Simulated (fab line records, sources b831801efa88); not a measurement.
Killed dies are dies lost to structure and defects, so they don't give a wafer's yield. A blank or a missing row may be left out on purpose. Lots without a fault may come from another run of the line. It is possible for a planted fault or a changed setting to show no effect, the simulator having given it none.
fab line records ; flow sky130
[record] lots = 12; wafers = 36; last-day = 50
route steps=708 shown GATE_OXIDE@197 RES_PROTECT@215 LDD_HVN@275 PAD_OPEN@708
lots untouched by any fault: they come from a run of this same line in which no faults occurred
start-h: hours from the record's first day to the start of the lot's first wafer shown ; wait-h: hours from the lot's prior step to this one ; " as in the row above ; L1.1+2: a single row standing in for several wafers ; - no value present, or no start provided ; * or withheld: withheld ; < > ~ a bound
route shown NAME@n: NAME is a module with steps in the file, n the number in the route of the first one ; usual: the fault-free wafers' mean and standard deviation ; same: alike in all rows ; chamber/n: place in a boat ; sites: the reading at each site ; _std_site: their standard deviation ; _edge_site: outer sites' mean less inner sites' ; radius-mm: how far each site lies from the wafer's centre ; mask NAME#n: copy n ; behind: the last tool/chamber to shape the wafer ; hold: what put the lot on hold/how long, in hours/how the hold closed ; device: which transistor (n, p or np) failed to switch ; end of line: the tests these same wafers got at the end of their route ; a step with no rows: only its recipe ; killed: count of dies lost to structure and defects at first sort (not the wafer's yield) ; map: a wafer's dies, marking killed ones x, the rest . and places with no die _
set.NAME: the setting the step ran with; set.NAME@STEP: the setting that earlier step ran with ; model.NAME: the simulator's own value behind a step, which no gauge read
a sample of lots followed through the steps of the route, with each step as a table and each wafer as a row
services: a tool's chamber out of use, with start hour (start-h, from the record's first day; less than 0 if before it), hours out, and reason
[[steps]]
[step SKY_GATE_OXIDE_OVL_MEAS_10]
[usual] GATE_OXIDE_OVL = -0.2/1.2
lot.wafer;tool;chamber;start-h;wait-h;GATE_OXIDE_OVL[nm]
L954.3;overlay-01;-;295.28;0.1;0.4
L954.5;overlay-01;-;295.28;0.1;2.8
L954.6;overlay-01;-;295.28;0.1;2.5
L956.3;overlay-02;-;317.87;0.1;0.0
L956.4;overlay-02;-;317.87;0.1;-1.2
L956.6;overlay-02;-;317.87;0.1;-0.7
L958.4;overlay-01;-;338.13;0.1;-0.4
L958.5;overlay-01;-;338.13;0.1;-1.9
L958.6;overlay-01;-;338.13;0.1;0.3
L959.1;overlay-01;-;340.77;0.1;-0.9
L959.2;overlay-01;-;340.77;0.1;-1.2
L959.6;overlay-01;-;340.77;0.1;-0.4
L961.1;overlay-02;-;361.47;0.1;2.7
L961.2;overlay-02;-;361.47;0.1;0.4
L961.6;overlay-02;-;361.47;0.1;-1.0
L963.1;overlay-01;-;392.67;0.1;0.5
L963.4;overlay-01;-;392.67;0.1;1.4
L963.6;overlay-01;-;392.67;0.1;-0.4
L964.1;overlay-02;-;401.51;0.1;0.8
L964.2;overlay-02;-;401.51;0.1;1.0
L964.3;overlay-02;-;401.51;0.1;-0.3
L971.1;overlay-02;-;445.22;0.1;0.8
L971.3;overlay-02;-;445.22;0.1;-0.4
L971.6;overlay-02;-;445.22;0.1;0.3
L972.2;overlay-01;-;452.16;0.1;1.5
L972.3;overlay-01;-;452.16;0.1;1.5
L972.6;overlay-01;-;452.16;0.1;1.1
L973.2;overlay-02;-;466.76;0.1;0.0
L973.5;overlay-02;-;466.76;0.1;0.5
L973.6;overlay-02;-;466.76;0.1;0.1
L974.2;overlay-02;-;478.06;0.1;-0.1
L974.3;overlay-02;-;478.06;0.1;-0.8
L974.5;overlay-02;-;478.06;0.1;-2.3
L977.2;overlay-02;-;497.37;0.1;-2.7
L977.3;overlay-02;-;497.37;0.1;-0.3
L977.4;overlay-02;-;497.37;0.1;-0.1
[step SKY_GATE_OXIDE_STRIP_13]
[recipe] chemistry = O2/N2; power-w = 1400; pressure-mtorr = 1500; platen-temp-c = withheld; o2-flow-sccm = 3000; n2-flow-sccm = 300; overash-fraction = 0.5
[usual] drypump-motor-current-A = 5.6/0.53; oes-product-au = 0.716/0.0047; strip-time-to-endpoint-s = 14.18/0.039
lot.wafer;tool;chamber;start-h;wait-h;drypump-motor-current-A;oes-product-au;rf-hours-counter-h;strip-time-to-endpoint-s
L954.3;plasma-asher-04;1;295.59;0.0;5.6;0.714;-;14.17
L954.5;plasma-asher-04;1;295.59;0.0;5.6;0.715;-;14.22
L954.6;plasma-asher-04;0;295.59;0.0;5.0;0.717;-;14.17
L956.3;plasma-asher-02;1;318.18;0.0;6.5;0.718;-;14.21
L956.4;plasma-asher-02;0;318.18;0.0;5.2;0.726;-;14.21
L956.6;plasma-asher-02;0;318.18;0.0;5.2;0.718;-;14.22
L958.4;plasma-asher-03;1;338.43;0.0;5.9;0.712;-;14.24
L958.5;plasma-asher-03;1;338.43;0.0;5.8;0.715;-;14.18
L958.6;plasma-asher-03;0;338.43;0.0;6.0;0.722;-;14.23
L959.1;plasma-asher-04;1;341.06;0.0;5.6;0.713;66;14.24
L959.2;plasma-asher-04;0;341.06;0.0;5.0;0.715;66;14.26
L959.6;plasma-asher-04;0;341.06;0.0;5.0;0.722;-;14.18
L961.1;plasma-asher-02;1;361.76;0.0;6.5;0.721;70;14.16
L961.2;plasma-asher-02;0;361.76;0.0;5.2;0.710;70;14.11
L961.6;plasma-asher-02;0;361.76;0.0;5.3;0.705;-;14.18
L963.1;plasma-asher-03;1;392.95;0.0;5.9;0.723;56;14.21
L963.4;plasma-asher-03;1;392.95;0.0;5.9;0.704;-;14.20
L963.6;plasma-asher-03;1;392.95;0.0;5.8;0.710;-;14.23
L964.1;plasma-asher-03;1;401.80;0.0;5.9;0.715;56;14.16
L964.2;plasma-asher-03;0;401.80;0.0;6.0;0.718;56;14.21
L964.3;plasma-asher-03;1;401.80;0.0;5.9;0.712;-;14.20
L971.1;plasma-asher-04;0;445.51;0.0;5.0;0.722;2;14.19
L971.3;plasma-asher-04;0;445.51;0.0;5.0;0.706;-;14.21
L971.6;plasma-asher-04;1;445.51;0.0;5.6;0.717;-;14.21
L972.2;plasma-asher-04;0;452.45;0.0;5.0;0.718;2;14.14
L972.3;plasma-asher-04;1;452.45;0.0;5.6;0.713;-;14.20
L972.6;plasma-asher-04;0;452.45;0.0;5.0;0.710;-;14.21
L973.2;plasma-asher-02;1;467.05;0.0;6.5;0.719;80;14.12
L973.5;plasma-asher-02;0;467.05;0.0;5.2;0.719;-;14.14
L973.6;plasma-asher-02;1;467.05;0.0;6.5;0.714;-;14.13
L974.2;plasma-asher-02;0;478.35;0.0;5.2;0.716;82;14.19
L974.3;plasma-asher-02;1;478.35;0.0;6.5;0.712;-;14.20
L974.5;plasma-asher-02;0;478.35;0.0;5.2;0.710;-;14.16
L977.2;plasma-asher-02;1;497.66;0.0;6.5;0.711;84;14.16
L977.3;plasma-asher-02;1;497.66;0.0;6.6;0.718;-;14.15
L977.4;plasma-asher-02;0;497.66;0.0;5.2;0.704;-;14.17
[step SKY_RES_PROTECT_TW_MEAS_08]
[usual] POLY_GATE_TW = 4067/40
lot.wafer;tool;chamber;start-h;wait-h;POLY_GATE_TW
L954.3;film-metro-03;-;324.94;0.1;4067
L954.5;film-metro-03;-;324.94;0.1;4069
L954.6;film-metro-03;-;324.94;0.1;4041
L956.3;film-metro-04;-;347.74;0.1;4087
L956.4;film-metro-04;-;347.74;0.1;4090
L956.6;film-metro-04;-;347.74;0.1;4093
L958.4;film-metro-04;-;370.66;0.1;4122
L958.5;film-metro-04;-;370.66;0.1;4125
L958.6;film-metro-04;-;370.66;0.1;4096
L959.1;film-metro-04;-;373.43;0.1;4122
L959.2;film-metro-04;-;373.43;0.1;4129
L959.6;film-metro-04;-;373.43;0.1;4127
L961.1;film-metro-04;-;395.12;0.1;4079
L961.2;film-metro-04;-;395.12;0.1;4098
L961.6;film-metro-04;-;395.12;0.1;4106
L963.1;film-metro-04;-;425.27;0.1;4080
L963.4;film-metro-04;-;425.27;0.1;4086
L963.6;film-metro-04;-;425.27;0.1;4082
L964.1;film-metro-03;-;436.48;0.1;4036
L964.2;film-metro-03;-;436.48;0.1;4030
L964.3;film-metro-03;-;436.48;0.1;4026
L971.1;film-metro-02;-;479.12;0.1;4026
L971.3;film-metro-02;-;479.12;0.1;4045
L971.6;film-metro-02;-;479.12;0.1;3998
L972.2;film-metro-04;-;487.48;0.1;4106
L972.3;film-metro-04;-;487.48;0.1;4079
L972.6;film-metro-04;-;487.48;0.1;4106
L973.2;film-metro-02;-;502.58;0.1;4037
L973.5;film-metro-02;-;502.58;0.1;4022
L973.6;film-metro-02;-;502.58;0.1;4029
L974.2;film-metro-03;-;512.78;0.1;4068
L974.3;film-metro-03;-;512.78;0.1;4043
L974.5;film-metro-03;-;512.78;0.1;4050
L977.2;film-metro-04;-;532.18;0.1;4108
L977.3;film-metro-04;-;532.18;0.1;4101
L977.4;film-metro-04;-;532.18;0.1;4111
[step SKY_LDD_HVN_IMPLANT_08]
[recipe] species = P; energy-kev = 60; dose-cm2 = 3e+13; tilt-deg = 40
[usual] beam-energy-keV = 60.000/0.017; end-station-pressure-torr = 5.12e-06/2.4e-07
lot.wafer;tool;chamber;start-h;wait-h;beam-energy-keV;end-station-pressure-torr
L954.3;implanter-03;0;448.92;0.1;60.010;4.84e-06
L954.5;implanter-03;0;448.92;0.1;60.009;5.29e-06
L954.6;implanter-03;0;448.92;0.1;60.008;5.22e-06
L956.3;implanter-02;0;472.87;0.1;59.970;5.24e-06
L956.4;implanter-02;0;472.87;0.1;59.961;5.15e-06
L956.6;implanter-02;0;472.87;0.1;59.995;4.89e-06
L958.4;implanter-03;0;497.09;0.1;60.008;5.3e-06
L958.5;implanter-03;0;497.09;0.1;60.007;4.86e-06
L958.6;implanter-03;0;497.09;0.1;59.995;5.4e-06
L959.1;implanter-03;0;500.01;0.0;60.000;5.12e-06
L959.2;implanter-03;0;500.01;0.0;59.993;5.02e-06
L959.6;implanter-03;0;500.01;0.0;59.996;5.16e-06
L961.1;implanter-03;0;523.47;0.0;59.985;4.99e-06
L961.2;implanter-03;0;523.47;0.0;60.010;4.51e-06
L961.6;implanter-03;0;523.47;0.0;60.001;5.18e-06
L963.1;implanter-02;0;554.52;0.0;59.991;5.21e-06
L963.4;implanter-02;0;554.52;0.0;59.986;4.45e-06
L963.6;implanter-02;0;554.52;0.0;60.006;4.74e-06
L964.1;implanter-02;0;565.67;0.0;59.993;5.13e-06
L964.2;implanter-02;0;565.67;0.0;60.005;4.94e-06
L964.3;implanter-02;0;565.67;0.0;60.010;4.95e-06
L971.1;implanter-02;0;603.52;0.0;86.391;5.31e-06
L971.3;implanter-02;0;603.52;0.0;86.390;4.72e-06
L971.6;implanter-02;0;603.52;0.0;86.400;5.2e-06
L972.2;implanter-02;0;611.83;0.0;86.354;5.06e-06
L972.3;implanter-02;0;611.83;0.0;86.365;5.06e-06
L972.6;implanter-02;0;611.83;0.0;86.373;5.4e-06
L973.2;implanter-04;0;625.13;0.0;59.985;5.01e-06
L973.5;implanter-04;0;625.13;0.0;59.994;5.43e-06
L973.6;implanter-04;0;625.13;0.0;60.019;4.66e-06
L974.2;implanter-03;0;634.53;0.0;60.010;5.36e-06
L974.3;implanter-03;0;634.53;0.0;59.998;4.7e-06
L974.5;implanter-03;0;634.53;0.0;60.014;4.99e-06
L977.2;implanter-03;0;650.53;0.0;59.969;5.34e-06
L977.3;implanter-03;0;650.53;0.0;59.985;4.76e-06
L977.4;implanter-03;0;650.53;0.0;59.986;5.05e-06
[step SKY_LDD_HVN_TW_MEAS_10]
[usual] LDD_HVN_TW = 1443/17
lot.wafer;tool;chamber;start-h;wait-h;LDD_HVN_TW
L954.3;film-metro-04;-;449.14;0.1;1462
L954.5;film-metro-04;-;449.14;0.1;1460
L954.6;film-metro-04;-;449.14;0.1;1460
L956.3;film-metro-01;-;473.09;0.1;1437
L956.4;film-metro-01;-;473.09;0.1;1444
L956.6;film-metro-01;-;473.09;0.1;1444
L958.4;film-metro-02;-;497.30;0.1;1432
L958.5;film-metro-02;-;497.30;0.1;1430
L958.6;film-metro-02;-;497.30;0.1;1435
L959.1;film-metro-02;-;500.26;0.1;1433
L959.2;film-metro-02;-;500.26;0.1;1429
L959.6;film-metro-02;-;500.26;0.1;1424
L961.1;film-metro-01;-;523.72;0.1;1444
L961.2;film-metro-01;-;523.72;0.1;1443
L961.6;film-metro-01;-;523.72;0.1;1442
L963.1;film-metro-04;-;554.77;0.1;1452
L963.4;film-metro-04;-;554.77;0.1;1462
L963.6;film-metro-04;-;554.77;0.1;1458
L964.1;film-metro-01;-;565.92;0.1;1431
L964.2;film-metro-01;-;565.92;0.1;1422
L964.3;film-metro-01;-;565.92;0.1;1431
L971.1;film-metro-04;-;603.77;0.1;1598
L971.3;film-metro-04;-;603.77;0.1;1605
L971.6;film-metro-04;-;603.77;0.1;1594
L972.2;film-metro-01;-;612.07;0.1;1571
L972.3;film-metro-01;-;612.07;0.1;1565
L972.6;film-metro-01;-;612.07;0.1;1571
L973.2;film-metro-01;-;625.37;0.1;1428
L973.5;film-metro-01;-;625.37;0.1;1429
L973.6;film-metro-01;-;625.37;0.1;1427
L974.2;film-metro-01;-;634.77;0.1;1423
L974.3;film-metro-01;-;634.77;0.1;1428
L974.5;film-metro-01;-;634.77;0.1;1421
L977.2;film-metro-04;-;650.76;0.1;1470
L977.3;film-metro-04;-;650.76;0.1;1463
L977.4;film-metro-04;-;650.76;0.1;1470
[step SKY_PAD_OPEN_PROBE_99]
[usual] killed_at_M0_to_M3 = 44/6.6; killed_at_M4_up = 3.0/2; killed-at-contacts = 24/5.1; killed-at-front-end = 15/4.1; killed-at-other = 0.4/0.62; killed-dies = 86/9.3; killed-open = 46/6.8; killed-short = 40/5.8
[same] gross-dies = 492; killed-at-back-side = 0
lot.wafer;tool;chamber;start-h;wait-h;killed_at_M0_to_M3;killed_at_M4_up;killed-at-contacts;killed-at-front-end;killed-at-other;killed-dies;killed-open;killed-short
L963.1;prober-02;-;1139.28;0.1;44;4;18;10;1;77;44;33
L963.4;prober-02;-;1139.43;0.2;35;3;23;14;0;75;36;39
L963.6;prober-02;-;1139.53;0.2;40;3;25;7;0;75;32;43
// killed by level:class
L963.1 CONTACT:geometric-particle:open=10 VIA2:geometric-particle:open=9 METAL2:geometric-particle:short=7 VIA1:geometric-particle:open=6 POLY_GATE:geometric-particle:short=4 VIA1:geometric-particle:short=4 CONTACT:geometric-particle:short=4 METAL1:geometric-particle:short=4
L963.4 METAL2:geometric-particle:short=9 LI_CONTACT:geometric-particle:open=8 FIELD_ISO:geometric-particle:short=7 CONTACT:geometric-particle:open=6 METAL1:geometric-particle:short=6 VIA1:geometric-particle:open=5 METAL3:geometric-particle:short=4 FIELD_ISO:geometric-particle:open=3
L963.6 VIA1:geometric-particle:open=9 VIA1:geometric-particle:short=8 METAL2:geometric-particle:short=7 CONTACT:geometric-particle:short=7 CONTACT:geometric-particle:open=7 LI_CONTACT:geometric-particle:open=5 METAL3:geometric-particle:short=4 VIA2:geometric-particle:open=4
[[services]]
tool;chamber;start-h;hours;kind
implanter-03;-;294.97;2.6;repair
implanter-04;-;300.87;3.6;pm
implanter-02;-;309.78;2.2;repair
implanter-04;-;324.67;3.0;repair
implanter-04;-;325.18;2.0;repair
implanter-03;-;328.00;0.7;repair
implanter-04;-;346.13;4.0;repair
implanter-03;-;350.10;4.4;pm
implanter-04;-;354.24;6.6;repair
implanter-04;-;374.30;3.8;pm
implanter-03;-;405.22;7.0;repair
implanter-03;-;421.04;4.9;repair
plasma-asher-04;-;421.25;9.0;pm
plasma-asher-04;-;425.27;5.1;repair
plasma-asher-03;-;436.00;11.1;pm
implanter-04;-;445.72;11.4;repair
implanter-03;-;470.87;1.5;repair
implanter-04;-;471.37;5.9;repair
implanter-02;-;482.25;19.3;repair
implanter-02;-;501.50;4.2;pm
plasma-asher-04;-;505.99;5.8;repair
plasma-asher-03;-;534.75;1.3;repair
implanter-03;-;580.59;28.1;pm
implanter-03;-;608.69;3.2;pm
[[key]]
[first-sign] step = SKY_LDD_HVN_IMPLANT_08; reading = beam-energy-keV; direction = up; sigmas = 99+; usual = *; struck = *
[effect] step = SKY_LDD_HVN_TW_MEAS_10; reading = LDD_HVN_TW; direction = up; sigmas = 8.2; usual = 1443; struck = 1584
met-at SKY_LDD_HVN_IMPLANT_08
struck-lots L971,L972
tester-left-out L971,L972
not-acting-at SKY_GATE_OXIDE_OVL_MEAS_10,SKY_GATE_OXIDE_STRIP_13,SKY_RES_PROTECT_TW_MEAS_08
onset-between 565.67 603.52
[fault] kind = process-parameter-drift; tool = implanter-02; chamber = -; onset-h = 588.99; steps = SKY_LDD_HVN_IMPLANT_08; channel = energy-kev; offset = *; shape = step; end-h = 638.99; acts-in = *; stated = *
// tester-left-out: of these lots the tester's yield and bins aren't shown, on N5 and GAA mostly nor the transistor test; their killed dies are dies lost to structure and defects alone, not to doping, threshold or leakage, so they don't give the yield
